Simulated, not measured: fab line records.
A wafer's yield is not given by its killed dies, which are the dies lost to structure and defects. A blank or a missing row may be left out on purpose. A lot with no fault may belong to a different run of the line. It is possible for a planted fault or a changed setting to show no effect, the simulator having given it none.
fab line records :: flow sky130
record:
  lots: 11
  wafers: 33
  last_day: 50
route steps=708 shown METAL2@501 VIA2@509 METAL3@532
lots with no fault: from the same line, run without faults
start_h: start of the lot's first displayed wafer, in hours after the record's first day :: wait_h: hours from the lot's prior step to this one :: " as in the row above :: L1.1+2: several wafers, shown together as one row :: - either no value or no given start :: * or withheld: withheld :: < > ~ a bound
route shown NAME@n: NAME is a module with steps in the file, n the number in the route of the first one :: usual: mean and standard deviation over wafers with no fault :: same: alike in all rows :: chamber/n: place in a boat :: sites: each site's reading :: _std_site: standard deviation across them :: _edge_site: the outer-site mean with the inner-site mean subtracted :: radius_mm: how far each site lies from the wafer's centre :: mask NAME#n: copy n :: behind: tool/chamber where the wafer was last shaped :: hold: cause of the lot's hold/its duration in hours/its outcome :: device: the transistor (n, p or np) that didn't switch :: end of line: tests run on the same wafers once the route is complete :: a step without rows: its recipe alone :: killed: the dies lost at the first sort to structure and to defects; this is not the yield of the wafer :: map: the dies of a wafer, with x for killed, . for not killed, _ for no die there
set.NAME: the setting the step ran with; set.NAME@STEP: the setting that earlier step ran with :: model.NAME: the simulator's own value behind a step, which no gauge read
a sample of lots followed through the steps of the route, with each step as a table and each wafer as a row
services: from which hour (start_h, from the record's first day; less than 0 if before it) a tool's chamber was out of use, for how many hours, and why
== steps ==
step: SKY_METAL2_ETCH_18
recipe:
  chemistry: N2/H2
  target: BARC
  ion_energy_ev: 200
  bias_w: 100
  pressure_mtorr: 30
  n2_flow_sccm: 100
  h2_flow_sccm: 200
  icp_w: 500
  stop_on: SiO2
  time_s: 45.9
  target_depth_a: 600
usual:
  bias_w: 100.0/0.3
  drypump_motor_current_A: 5.73/0.22
  oes_product_au: 0.855/0.0046
  throttle_valve_pct: 13.225/0.0096
lot.wafer: L458.2
tool: rie_metal-03
chamber: 1
start_h: 817.52
wait_h: 0.0
bias_w: 99.9
drypump_motor_current_A: 6.04
oes_product_au: 0.852
rf_hours_counter_h: 1
throttle_valve_pct: 13.234

lot.wafer: L458.3
tool: rie_metal-03
chamber: 1
start_h: 817.52
wait_h: 0.0
bias_w: 100.1
drypump_motor_current_A: 6.03
oes_product_au: 0.854
rf_hours_counter_h: -
throttle_valve_pct: 13.216

lot.wafer: L458.6
tool: rie_metal-03
chamber: 0
start_h: 817.52
wait_h: 0.0
bias_w: 99.9
drypump_motor_current_A: 6.08
oes_product_au: 0.851
rf_hours_counter_h: -
throttle_valve_pct: 13.236

lot.wafer: L459.2
tool: rie_metal-02
chamber: 0
start_h: 831.52
wait_h: 0.0
bias_w: 99.9
drypump_motor_current_A: 5.51
oes_product_au: 0.857
rf_hours_counter_h: 10
throttle_valve_pct: 13.247

lot.wafer: L459.3
tool: rie_metal-02
chamber: 1
start_h: 831.52
wait_h: 0.0
bias_w: 100.2
drypump_motor_current_A: 5.72
oes_product_au: 0.859
rf_hours_counter_h: -
throttle_valve_pct: 13.235

lot.wafer: L459.6
tool: rie_metal-02
chamber: 0
start_h: 831.52
wait_h: 0.0
bias_w: 100.4
drypump_motor_current_A: 5.54
oes_product_au: 0.857
rf_hours_counter_h: -
throttle_valve_pct: 13.225

lot.wafer: L460.1
tool: rie_metal-04
chamber: 1
start_h: 835.69
wait_h: 0.0
bias_w: 100.0
drypump_motor_current_A: 5.96
oes_product_au: 0.854
rf_hours_counter_h: 3
throttle_valve_pct: 13.239

lot.wafer: L460.5
tool: rie_metal-04
chamber: 1
start_h: 835.69
wait_h: 0.0
bias_w: 99.9
drypump_motor_current_A: 5.92
oes_product_au: 0.852
rf_hours_counter_h: -
throttle_valve_pct: 13.221

lot.wafer: L460.6
tool: rie_metal-04
chamber: 0
start_h: 835.69
wait_h: 0.0
bias_w: 100.2
drypump_motor_current_A: 5.54
oes_product_au: 0.851
rf_hours_counter_h: -
throttle_valve_pct: 13.215

lot.wafer: L461.2
tool: rie_metal-02
chamber: 0
start_h: 836.99
wait_h: 0.1
bias_w: 99.8
drypump_motor_current_A: 5.51
oes_product_au: 0.859
rf_hours_counter_h: -
throttle_valve_pct: 13.235

lot.wafer: L461.4
tool: rie_metal-02
chamber: 0
start_h: 836.99
wait_h: 0.1
bias_w: 99.9
drypump_motor_current_A: 5.51
oes_product_au: 0.856
rf_hours_counter_h: -
throttle_valve_pct: 13.222

lot.wafer: L461.6
tool: rie_metal-02
chamber: 0
start_h: 836.99
wait_h: 0.1
bias_w: 100.4
drypump_motor_current_A: 5.49
oes_product_au: 0.852
rf_hours_counter_h: -
throttle_valve_pct: 13.230

lot.wafer: L462.1
tool: rie_metal-04
chamber: 1
start_h: 857.29
wait_h: 0.0
bias_w: 100.0
drypump_motor_current_A: 5.93
oes_product_au: 0.851
rf_hours_counter_h: 4
throttle_valve_pct: 13.231

lot.wafer: L462.3
tool: rie_metal-04
chamber: 0
start_h: 857.29
wait_h: 0.0
bias_w: 99.7
drypump_motor_current_A: 5.59
oes_product_au: 0.850
rf_hours_counter_h: -
throttle_valve_pct: 13.229

lot.wafer: L462.5
tool: rie_metal-04
chamber: 0
start_h: 857.29
wait_h: 0.0
bias_w: 99.9
drypump_motor_current_A: 5.54
oes_product_au: 0.859
rf_hours_counter_h: -
throttle_valve_pct: 13.220

lot.wafer: L463.2
tool: rie_metal-04
chamber: 1
start_h: 860.52
wait_h: 0.0
bias_w: 99.7
drypump_motor_current_A: 5.96
oes_product_au: 0.854
rf_hours_counter_h: 4
throttle_valve_pct: 13.225

lot.wafer: L463.4
tool: rie_metal-04
chamber: 0
start_h: 860.52
wait_h: 0.0
bias_w: 100.0
drypump_motor_current_A: 5.54
oes_product_au: 0.861
rf_hours_counter_h: -
throttle_valve_pct: 13.227

lot.wafer: L463.5
tool: rie_metal-04
chamber: 0
start_h: 860.52
wait_h: 0.0
bias_w: 100.0
drypump_motor_current_A: 5.55
oes_product_au: 0.857
rf_hours_counter_h: -
throttle_valve_pct: 13.229

lot.wafer: L464.3
tool: rie_metal-03
chamber: 0
start_h: 867.44
wait_h: 0.0
bias_w: 100.0
drypump_motor_current_A: 6.07
oes_product_au: 0.852
rf_hours_counter_h: -
throttle_valve_pct: 13.229

lot.wafer: L464.4
tool: rie_metal-03
chamber: 1
start_h: 867.44
wait_h: 0.0
bias_w: 100.1
drypump_motor_current_A: 6.02
oes_product_au: 0.843
rf_hours_counter_h: -
throttle_valve_pct: 13.212

lot.wafer: L464.5
tool: rie_metal-03
chamber: 0
start_h: 867.44
wait_h: 0.0
bias_w: 100.3
drypump_motor_current_A: 6.07
oes_product_au: 0.860
rf_hours_counter_h: -
throttle_valve_pct: 13.218

lot.wafer: L465.3
tool: rie_metal-04
chamber: 0
start_h: 879.84
wait_h: 0.0
bias_w: 100.1
drypump_motor_current_A: 5.57
oes_product_au: 0.855
rf_hours_counter_h: -
throttle_valve_pct: 13.218

lot.wafer: L465.4
tool: rie_metal-04
chamber: 1
start_h: 879.84
wait_h: 0.0
bias_w: 100.3
drypump_motor_current_A: 5.95
oes_product_au: 0.852
rf_hours_counter_h: -
throttle_valve_pct: 13.233

lot.wafer: L465.5
tool: rie_metal-04
chamber: 0
start_h: 879.84
wait_h: 0.0
bias_w: 100.0
drypump_motor_current_A: 5.56
oes_product_au: 0.857
rf_hours_counter_h: -
throttle_valve_pct: 13.219

lot.wafer: L469.1
tool: rie_metal-04
chamber: 1
start_h: 902.39
wait_h: 0.0
bias_w: 95.3
drypump_motor_current_A: 5.96
oes_product_au: 0.850
rf_hours_counter_h: 7
throttle_valve_pct: 13.221

lot.wafer: L469.2
tool: rie_metal-04
chamber: 0
start_h: 902.39
wait_h: 0.0
bias_w: 100.3
drypump_motor_current_A: 5.57
oes_product_au: 0.861
rf_hours_counter_h: 16
throttle_valve_pct: 13.213

lot.wafer: L469.4
tool: rie_metal-04
chamber: 0
start_h: 902.39
wait_h: 0.0
bias_w: 99.8
drypump_motor_current_A: 5.58
oes_product_au: 0.851
rf_hours_counter_h: -
throttle_valve_pct: 13.235

lot.wafer: L471.1
tool: rie_metal-02
chamber: 1
start_h: 917.67
wait_h: 0.0
bias_w: 100.2
drypump_motor_current_A: 5.67
oes_product_au: 0.863
rf_hours_counter_h: 4
throttle_valve_pct: 13.224

lot.wafer: L471.2
tool: rie_metal-02
chamber: 0
start_h: 917.67
wait_h: 0.0
bias_w: 99.9
drypump_motor_current_A: 5.51
oes_product_au: 0.850
rf_hours_counter_h: 14
throttle_valve_pct: 13.212

lot.wafer: L471.3
tool: rie_metal-02
chamber: 1
start_h: 917.67
wait_h: 0.0
bias_w: 100.1
drypump_motor_current_A: 5.70
oes_product_au: 0.849
rf_hours_counter_h: -
throttle_valve_pct: 13.227

lot.wafer: L481.1
tool: rie_metal-04
chamber: 0
start_h: 998.41
wait_h: 0.1
bias_w: 100.0
drypump_motor_current_A: 5.58
oes_product_au: 0.852
rf_hours_counter_h: 25
throttle_valve_pct: 13.231

lot.wafer: L481.2
tool: rie_metal-04
chamber: 0
start_h: 998.41
wait_h: 0.1
bias_w: 100.1
drypump_motor_current_A: 5.57
oes_product_au: 0.853
rf_hours_counter_h: -
throttle_valve_pct: 13.237

lot.wafer: L481.4
tool: rie_metal-04
chamber: 0
start_h: 998.41
wait_h: 0.1
bias_w: 100.1
drypump_motor_current_A: 5.57
oes_product_au: 0.854
rf_hours_counter_h: -
throttle_valve_pct: 13.223
step: SKY_VIA2_CMP_02
recipe:
  material: SiO2
  down_force_psi: 4
  platen_rpm: 60
  pad_velocity_m_s: 0.94248
usual:
  motor_current_A: 11.6/1.4
lot.wafer: L458.3
tool: cmp-02
chamber: 0
start_h: 818.50
wait_h: 0.1
motor_current_A: 12.7

lot.wafer: L458.2
tool: cmp-02
chamber: 2
start_h: 818.50
wait_h: 0.1
motor_current_A: 10.6

lot.wafer: L458.6
tool: cmp-02
chamber: 3
start_h: 818.50
wait_h: 0.1
motor_current_A: 12.9

lot.wafer: L459.2
tool: cmp-01
chamber: 1
start_h: 832.56
wait_h: 0.1
motor_current_A: 10.3

lot.wafer: L459.3
tool: cmp-01
chamber: 2
start_h: 832.56
wait_h: 0.1
motor_current_A: 9.9

lot.wafer: L459.6
tool: cmp-01
chamber: 1
start_h: 832.56
wait_h: 0.1
motor_current_A: 10.5

lot.wafer: L460.1
tool: cmp-01
chamber: 0
start_h: 836.62
wait_h: 0.1
motor_current_A: 13.6

lot.wafer: L460.5
tool: cmp-01
chamber: 0
start_h: 836.62
wait_h: 0.1
motor_current_A: 12.5

lot.wafer: L460.6
tool: cmp-01
chamber: 1
start_h: 836.62
wait_h: 0.1
motor_current_A: 10.1

lot.wafer: L461.4
tool: cmp-02
chamber: 1
start_h: 838.11
wait_h: 0.1
motor_current_A: 11.8

lot.wafer: L461.2
tool: cmp-02
chamber: 3
start_h: 838.11
wait_h: 0.1
motor_current_A: 13.0

lot.wafer: L461.6
tool: cmp-02
chamber: 0
start_h: 838.11
wait_h: 0.1
motor_current_A: 12.7

lot.wafer: L462.1
tool: cmp-02
chamber: 3
start_h: 858.30
wait_h: 0.1
motor_current_A: 13.6

lot.wafer: L462.3
tool: cmp-02
chamber: 0
start_h: 858.30
wait_h: 0.1
motor_current_A: 12.2

lot.wafer: L462.5
tool: cmp-02
chamber: 3
start_h: 858.30
wait_h: 0.1
motor_current_A: 13.8

lot.wafer: L463.2
tool: cmp-02
chamber: 0
start_h: 861.50
wait_h: 0.1
motor_current_A: 12.0

lot.wafer: L463.4
tool: cmp-02
chamber: 2
start_h: 861.50
wait_h: 0.1
motor_current_A: 10.2

lot.wafer: L463.5
tool: cmp-02
chamber: 3
start_h: 861.50
wait_h: 0.1
motor_current_A: 12.8

lot.wafer: L464.4
tool: cmp-01
chamber: 2
start_h: 868.35
wait_h: 0.0
motor_current_A: 9.6

lot.wafer: L464.3
tool: cmp-01
chamber: 0
start_h: 868.35
wait_h: 0.0
motor_current_A: 13.5

lot.wafer: L464.5
tool: cmp-01
chamber: 2
start_h: 868.35
wait_h: 0.0
motor_current_A: 9.5

lot.wafer: L465.3
tool: cmp-02
chamber: 3
start_h: 880.80
wait_h: 0.1
motor_current_A: 13.4

lot.wafer: L465.4
tool: cmp-02
chamber: 1
start_h: 880.80
wait_h: 0.1
motor_current_A: 12.6

lot.wafer: L465.5
tool: cmp-02
chamber: 3
start_h: 880.80
wait_h: 0.1
motor_current_A: 13.3

lot.wafer: L469.1
tool: cmp-02
chamber: 2
start_h: 903.36
wait_h: 0.1
motor_current_A: 10.7

lot.wafer: L469.4
tool: cmp-02
chamber: 3
start_h: 903.36
wait_h: 0.1
motor_current_A: 12.8

lot.wafer: L469.2
tool: cmp-02
chamber: 0
start_h: 903.36
wait_h: 0.1
motor_current_A: 12.4

lot.wafer: L471.3
tool: cmp-01
chamber: 3
start_h: 918.67
wait_h: 0.0
motor_current_A: 10.4

lot.wafer: L471.2
tool: cmp-01
chamber: 0
start_h: 918.67
wait_h: 0.0
motor_current_A: 13.3

lot.wafer: L471.1
tool: cmp-01
chamber: 1
start_h: 918.67
wait_h: 0.0
motor_current_A: 10.2

lot.wafer: L481.4
tool: cmp-02
chamber: 3
start_h: 999.53
wait_h: 0.0
motor_current_A: 13.1

lot.wafer: L481.2
tool: cmp-02
chamber: 1
start_h: 999.53
wait_h: 0.0
motor_current_A: 13.0

lot.wafer: L481.1
tool: cmp-02
chamber: 2
start_h: 999.53
wait_h: 0.0
motor_current_A: 10.4
step: SKY_METAL3_SPUTTER_00
recipe:
  material: Ti
  target_thk_nm: 15
  power_w: 3000
  time_s: 10
  chamber_pressure_pa: 0.4
usual:
  throttle_valve_pct: 29.9/1.1
lot.wafer: L458.2
tool: pvd_sputter-03
chamber: -
start_h: 846.56
wait_h: 0.2
throttle_valve_pct: 30.7

lot.wafer: L458.3
tool: pvd_sputter-03
chamber: -
start_h: 846.56
wait_h: 0.2
throttle_valve_pct: 30.3

lot.wafer: L458.6
tool: pvd_sputter-03
chamber: -
start_h: 846.56
wait_h: 0.2
throttle_valve_pct: 30.4

lot.wafer: L459.2
tool: pvd_sputter-04
chamber: -
start_h: 860.19
wait_h: 0.2
throttle_valve_pct: 30.2

lot.wafer: L459.3
tool: pvd_sputter-04
chamber: -
start_h: 860.19
wait_h: 0.2
throttle_valve_pct: 30.2

lot.wafer: L459.6
tool: pvd_sputter-04
chamber: -
start_h: 860.19
wait_h: 0.2
throttle_valve_pct: 30.7

lot.wafer: L460.1
tool: pvd_sputter-03
chamber: -
start_h: 864.25
wait_h: 0.1
throttle_valve_pct: 30.8

lot.wafer: L460.5
tool: pvd_sputter-03
chamber: -
start_h: 864.25
wait_h: 0.1
throttle_valve_pct: 30.2

lot.wafer: L460.6
tool: pvd_sputter-03
chamber: -
start_h: 864.25
wait_h: 0.1
throttle_valve_pct: 30.1

lot.wafer: L461.2
tool: pvd_sputter-01
chamber: -
start_h: 865.10
wait_h: 0.1
throttle_valve_pct: 30.6

lot.wafer: L461.4
tool: pvd_sputter-01
chamber: -
start_h: 865.10
wait_h: 0.1
throttle_valve_pct: 29.2

lot.wafer: L461.6
tool: pvd_sputter-01
chamber: -
start_h: 865.10
wait_h: 0.1
throttle_valve_pct: 29.5

lot.wafer: L462.1
tool: pvd_sputter-03
chamber: -
start_h: 885.06
wait_h: 0.1
throttle_valve_pct: 30.8

lot.wafer: L462.3
tool: pvd_sputter-03
chamber: -
start_h: 885.06
wait_h: 0.1
throttle_valve_pct: 30.8

lot.wafer: L462.5
tool: pvd_sputter-03
chamber: -
start_h: 885.06
wait_h: 0.1
throttle_valve_pct: 29.8

lot.wafer: L463.2
tool: pvd_sputter-03
chamber: -
start_h: 888.24
wait_h: 0.1
throttle_valve_pct: 30.6

lot.wafer: L463.4
tool: pvd_sputter-03
chamber: -
start_h: 888.24
wait_h: 0.1
throttle_valve_pct: 30.9

lot.wafer: L463.5
tool: pvd_sputter-03
chamber: -
start_h: 888.24
wait_h: 0.1
throttle_valve_pct: 30.0

lot.wafer: L464.3
tool: pvd_sputter-03
chamber: -
start_h: 895.53
wait_h: 0.1
throttle_valve_pct: 30.6

lot.wafer: L464.4
tool: pvd_sputter-03
chamber: -
start_h: 895.53
wait_h: 0.1
throttle_valve_pct: 30.1

lot.wafer: L464.5
tool: pvd_sputter-03
chamber: -
start_h: 895.53
wait_h: 0.1
throttle_valve_pct: 29.9

lot.wafer: L465.3
tool: pvd_sputter-01
chamber: -
start_h: 907.47
wait_h: 0.2
throttle_valve_pct: 29.7

lot.wafer: L465.4
tool: pvd_sputter-01
chamber: -
start_h: 907.47
wait_h: 0.2
throttle_valve_pct: 27.3

lot.wafer: L465.5
tool: pvd_sputter-01
chamber: -
start_h: 907.47
wait_h: 0.2
throttle_valve_pct: 30.6

lot.wafer: L469.1
tool: pvd_sputter-04
chamber: -
start_h: 930.35
wait_h: 0.2
throttle_valve_pct: 30.0

lot.wafer: L469.2
tool: pvd_sputter-04
chamber: -
start_h: 930.35
wait_h: 0.2
throttle_valve_pct: 30.3

lot.wafer: L469.4
tool: pvd_sputter-04
chamber: -
start_h: 930.35
wait_h: 0.2
throttle_valve_pct: 31.0

lot.wafer: L471.1
tool: pvd_sputter-04
chamber: -
start_h: 944.93
wait_h: 0.1
throttle_valve_pct: 30.0

lot.wafer: L471.2
tool: pvd_sputter-04
chamber: -
start_h: 944.93
wait_h: 0.1
throttle_valve_pct: 30.4

lot.wafer: L471.3
tool: pvd_sputter-04
chamber: -
start_h: 944.93
wait_h: 0.1
throttle_valve_pct: 27.9

lot.wafer: L481.1
tool: pvd_sputter-01
chamber: -
start_h: 1024.12
wait_h: 0.2
throttle_valve_pct: 27.2

lot.wafer: L481.2
tool: pvd_sputter-01
chamber: -
start_h: 1024.12
wait_h: 0.2
throttle_valve_pct: 29.5

lot.wafer: L481.4
tool: pvd_sputter-01
chamber: -
start_h: 1024.12
wait_h: 0.2
throttle_valve_pct: 29.1
step: SKY_METAL3_METAL_ETCH_18
recipe:
  target_depth_a: 8450
  stop_on: SiO2
  over_etch_frac: 0.3
  time_s: 183.1
  chemistry: Cl2/BCl3
  resist_sidewall_deg: 88
  pressure_mtorr: 10
  icp_w: 900
  bias_w: 48.5
  Cl2_flow_sccm: 60
  bcl3_flow_sccm: 30
usual:
  bias_w: 48.47/0.15
  drypump_motor_current_A: 5.78/0.27
  oes_product_au: 0.883/0.0065
  throttle_valve_pct: 22.264/0.0088
lot.wafer: L458.2
tool: rie_metal-03
chamber: 0
start_h: 898.20
wait_h: 0.0
bias_w: 48.36
drypump_motor_current_A: 6.10
oes_product_au: 0.882
rf_hours_counter_h: 17
throttle_valve_pct: 22.273

lot.wafer: L458.3
tool: rie_metal-03
chamber: 0
start_h: 898.20
wait_h: 0.0
bias_w: 48.48
drypump_motor_current_A: 6.09
oes_product_au: 0.889
rf_hours_counter_h: -
throttle_valve_pct: 22.282

lot.wafer: L458.6
tool: rie_metal-03
chamber: 0
start_h: 898.20
wait_h: 0.0
bias_w: 48.52
drypump_motor_current_A: 6.08
oes_product_au: 0.888
rf_hours_counter_h: -
throttle_valve_pct: 22.275

lot.wafer: L459.2
tool: rie_metal-01
chamber: 0
start_h: 910.91
wait_h: 0.0
bias_w: 48.42
drypump_motor_current_A: 5.97
oes_product_au: 0.899
rf_hours_counter_h: 2
throttle_valve_pct: 22.265

lot.wafer: L459.3
tool: rie_metal-01
chamber: 1
start_h: 910.91
wait_h: 0.0
bias_w: 48.49
drypump_motor_current_A: 5.37
oes_product_au: 0.889
rf_hours_counter_h: -
throttle_valve_pct: 22.274

lot.wafer: L459.6
tool: rie_metal-01
chamber: 1
start_h: 910.91
wait_h: 0.0
bias_w: 48.62
drypump_motor_current_A: 5.37
oes_product_au: 0.888
rf_hours_counter_h: -
throttle_valve_pct: 22.279

lot.wafer: L460.1
tool: rie_metal-02
chamber: 0
start_h: 915.99
wait_h: 0.0
bias_w: 48.60
drypump_motor_current_A: 5.50
oes_product_au: 0.883
rf_hours_counter_h: 14
throttle_valve_pct: 22.275

lot.wafer: L460.5
tool: rie_metal-02
chamber: 0
start_h: 915.99
wait_h: 0.0
bias_w: 48.73
drypump_motor_current_A: 5.49
oes_product_au: 0.883
rf_hours_counter_h: -
throttle_valve_pct: 22.259

lot.wafer: L460.6
tool: rie_metal-02
chamber: 1
start_h: 915.99
wait_h: 0.0
bias_w: 48.50
drypump_motor_current_A: 5.68
oes_product_au: 0.895
rf_hours_counter_h: -
throttle_valve_pct: 22.274

lot.wafer: L461.2
tool: rie_metal-03
chamber: 1
start_h: 917.39
wait_h: 0.0
bias_w: 48.27
drypump_motor_current_A: 6.01
oes_product_au: 0.881
rf_hours_counter_h: 6
throttle_valve_pct: 22.268

lot.wafer: L461.4
tool: rie_metal-03
chamber: 1
start_h: 917.39
wait_h: 0.0
bias_w: 48.51
drypump_motor_current_A: 6.00
oes_product_au: 0.888
rf_hours_counter_h: -
throttle_valve_pct: 22.270

lot.wafer: L461.6
tool: rie_metal-03
chamber: 1
start_h: 917.39
wait_h: 0.0
bias_w: 48.36
drypump_motor_current_A: 6.00
oes_product_au: 0.892
rf_hours_counter_h: -
throttle_valve_pct: 22.261

lot.wafer: L462.1
tool: rie_metal-03
chamber: 0
start_h: 936.79
wait_h: 0.0
bias_w: 48.65
drypump_motor_current_A: 6.07
oes_product_au: 0.892
rf_hours_counter_h: 19
throttle_valve_pct: 22.264

lot.wafer: L462.3
tool: rie_metal-03
chamber: 0
start_h: 936.79
wait_h: 0.0
bias_w: 48.51
drypump_motor_current_A: 6.06
oes_product_au: 0.886
rf_hours_counter_h: -
throttle_valve_pct: 22.265

lot.wafer: L462.5
tool: rie_metal-03
chamber: 0
start_h: 936.79
wait_h: 0.0
bias_w: 48.29
drypump_motor_current_A: 6.07
oes_product_au: 0.895
rf_hours_counter_h: -
throttle_valve_pct: 22.269

lot.wafer: L463.2
tool: rie_metal-02
chamber: 0
start_h: 940.04
wait_h: 0.0
bias_w: 48.53
drypump_motor_current_A: 5.50
oes_product_au: 0.879
rf_hours_counter_h: 16
throttle_valve_pct: 22.265

lot.wafer: L463.4
tool: rie_metal-02
chamber: 0
start_h: 940.04
wait_h: 0.0
bias_w: 48.41
drypump_motor_current_A: 5.48
oes_product_au: 0.880
rf_hours_counter_h: -
throttle_valve_pct: 22.264

lot.wafer: L463.5
tool: rie_metal-02
chamber: 1
start_h: 940.04
wait_h: 0.0
bias_w: 48.58
drypump_motor_current_A: 5.66
oes_product_au: 0.880
rf_hours_counter_h: -
throttle_valve_pct: 22.260

lot.wafer: L464.3
tool: rie_metal-03
chamber: 0
start_h: 945.77
wait_h: 0.1
bias_w: 48.41
drypump_motor_current_A: 6.07
oes_product_au: 0.880
rf_hours_counter_h: -
throttle_valve_pct: 22.265

lot.wafer: L464.4
tool: rie_metal-03
chamber: 0
start_h: 945.77
wait_h: 0.1
bias_w: 48.38
drypump_motor_current_A: 6.05
oes_product_au: 0.875
rf_hours_counter_h: -
throttle_valve_pct: 22.258

lot.wafer: L464.5
tool: rie_metal-03
chamber: 0
start_h: 945.77
wait_h: 0.1
bias_w: 48.32
drypump_motor_current_A: 6.07
oes_product_au: 0.894
rf_hours_counter_h: -
throttle_valve_pct: 22.244

lot.wafer: L465.3
tool: rie_metal-02
chamber: 0
start_h: 958.15
wait_h: 0.1
bias_w: 48.45
drypump_motor_current_A: 5.51
oes_product_au: 0.892
rf_hours_counter_h: -
throttle_valve_pct: 22.276

lot.wafer: L465.4
tool: rie_metal-02
chamber: 1
start_h: 958.15
wait_h: 0.1
bias_w: 48.66
drypump_motor_current_A: 5.65
oes_product_au: 0.881
rf_hours_counter_h: -
throttle_valve_pct: 22.258

lot.wafer: L465.5
tool: rie_metal-02
chamber: 0
start_h: 958.15
wait_h: 0.1
bias_w: 48.15
drypump_motor_current_A: 5.50
oes_product_au: 0.890
rf_hours_counter_h: -
throttle_valve_pct: 22.269

lot.wafer: L469.1
tool: rie_metal-01
chamber: 1
start_h: 980.25
wait_h: 0.0
bias_w: 48.66
drypump_motor_current_A: 5.36
oes_product_au: 0.887
rf_hours_counter_h: 21
throttle_valve_pct: 22.262

lot.wafer: L469.2
tool: rie_metal-01
chamber: 0
start_h: 980.25
wait_h: 0.0
bias_w: 48.44
drypump_motor_current_A: 5.96
oes_product_au: 0.874
rf_hours_counter_h: 5
throttle_valve_pct: 22.268

lot.wafer: L469.4
tool: rie_metal-01
chamber: 1
start_h: 980.25
wait_h: 0.0
bias_w: 48.55
drypump_motor_current_A: 5.36
oes_product_au: 0.884
rf_hours_counter_h: -
throttle_valve_pct: 22.275

lot.wafer: L471.1
tool: rie_metal-02
chamber: 0
start_h: 993.75
wait_h: 0.0
bias_w: 48.40
drypump_motor_current_A: 5.48
oes_product_au: 0.880
rf_hours_counter_h: 19
throttle_valve_pct: 22.251

lot.wafer: L471.2
tool: rie_metal-02
chamber: 1
start_h: 993.75
wait_h: 0.0
bias_w: 48.66
drypump_motor_current_A: 5.67
oes_product_au: 0.871
rf_hours_counter_h: 8
throttle_valve_pct: 22.270

lot.wafer: L471.3
tool: rie_metal-02
chamber: 0
start_h: 993.75
wait_h: 0.0
bias_w: 48.15
drypump_motor_current_A: 5.49
oes_product_au: 0.869
rf_hours_counter_h: -
throttle_valve_pct: 22.273

lot.wafer: L481.1
tool: rie_metal-03
chamber: 0
start_h: 1068.45
wait_h: 0.0
bias_w: 48.59
drypump_motor_current_A: 6.07
oes_product_au: 0.875
rf_hours_counter_h: 2
throttle_valve_pct: 22.265

lot.wafer: L481.2
tool: rie_metal-03
chamber: 1
start_h: 1068.45
wait_h: 0.0
bias_w: 48.69
drypump_motor_current_A: 6.02
oes_product_au: 0.883
rf_hours_counter_h: 12
throttle_valve_pct: 22.271

lot.wafer: L481.4
tool: rie_metal-03
chamber: 1
start_h: 1068.45
wait_h: 0.0
bias_w: 48.58
drypump_motor_current_A: 6.03
oes_product_au: 0.883
rf_hours_counter_h: -
throttle_valve_pct: 22.256
== services ==
tool: rie_metal-04
chamber: -
start_h: 794.54
hours: 2.8
kind: pm

tool: cmp-02
chamber: -
start_h: 800.27
hours: 2.1
kind: repair

tool: cmp-02
chamber: -
start_h: 801.34
hours: 0.4
kind: repair

tool: pvd_sputter-03
chamber: -
start_h: 801.55
hours: 6.2
kind: repair

tool: rie_metal-03
chamber: -
start_h: 809.05
hours: 0.2
kind: repair

tool: cmp-01
chamber: -
start_h: 817.28
hours: 5.5
kind: pm

tool: cmp-01
chamber: -
start_h: 824.66
hours: 0.5
kind: repair

tool: rie_metal-02
chamber: 1
start_h: 832.33
hours: 20.2
kind: repair

tool: cmp-01
chamber: -
start_h: 861.68
hours: 2.6
kind: repair

tool: rie_metal-02
chamber: -
start_h: 877.33
hours: 28.1
kind: pm

tool: rie_metal-04
chamber: 0
start_h: 884.09
hours: 6.3
kind: repair

tool: rie_metal-04
chamber: 1
start_h: 904.68
hours: 99.6
kind: repair

tool: rie_metal-02
chamber: -
start_h: 905.43
hours: 2.8
kind: pm

tool: cmp-01
chamber: -
start_h: 912.47
hours: 4.0
kind: pm

tool: rie_metal-02
chamber: 0
start_h: 918.22
hours: 1.0
kind: repair

tool: rie_metal-02
chamber: 1
start_h: 920.77
hours: 2.5
kind: repair

tool: rie_metal-03
chamber: 1
start_h: 936.64
hours: 28.2
kind: repair

tool: cmp-02
chamber: -
start_h: 955.26
hours: 0.5
kind: repair

tool: cmp-01
chamber: -
start_h: 980.17
hours: 2.3
kind: repair

tool: rie_metal-03
chamber: 1
start_h: 992.30
hours: 8.1
kind: repair

tool: cmp-02
chamber: -
start_h: 1019.93
hours: 16.0
kind: pm

tool: rie_metal-03
chamber: -
start_h: 1045.26
hours: 1.4
kind: repair

tool: rie_metal-02
chamber: -
start_h: 1045.87
hours: 0.3
kind: repair

tool: cmp-02
chamber: -
start_h: 1048.70
hours: 2.6
kind: repair
== key ==
first_sign:
  step: SKY_METAL2_ETCH_18
  reading: bias_w
  direction: down
  sigmas: 15
  usual: 100.0
  struck: 95.3
effect none on later readings
met_at SKY_METAL2_ETCH_18
struck_lots L469
struck_wafers L469.1
not_acting_at SKY_VIA2_CMP_02,SKY_METAL3_SPUTTER_00,SKY_METAL3_METAL_ETCH_18
onset_between 879.84 902.39
fault:
  kind: process_parameter_drift
  tool: rie_metal-04
  chamber: 1
  onset_h: 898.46
  steps: SKY_METAL2_ETCH_18
  channel: bias_w
  offset: -4.3552
  shape: step
  end_h: 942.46
  acts_in: these_recipes_only
  stated: 100
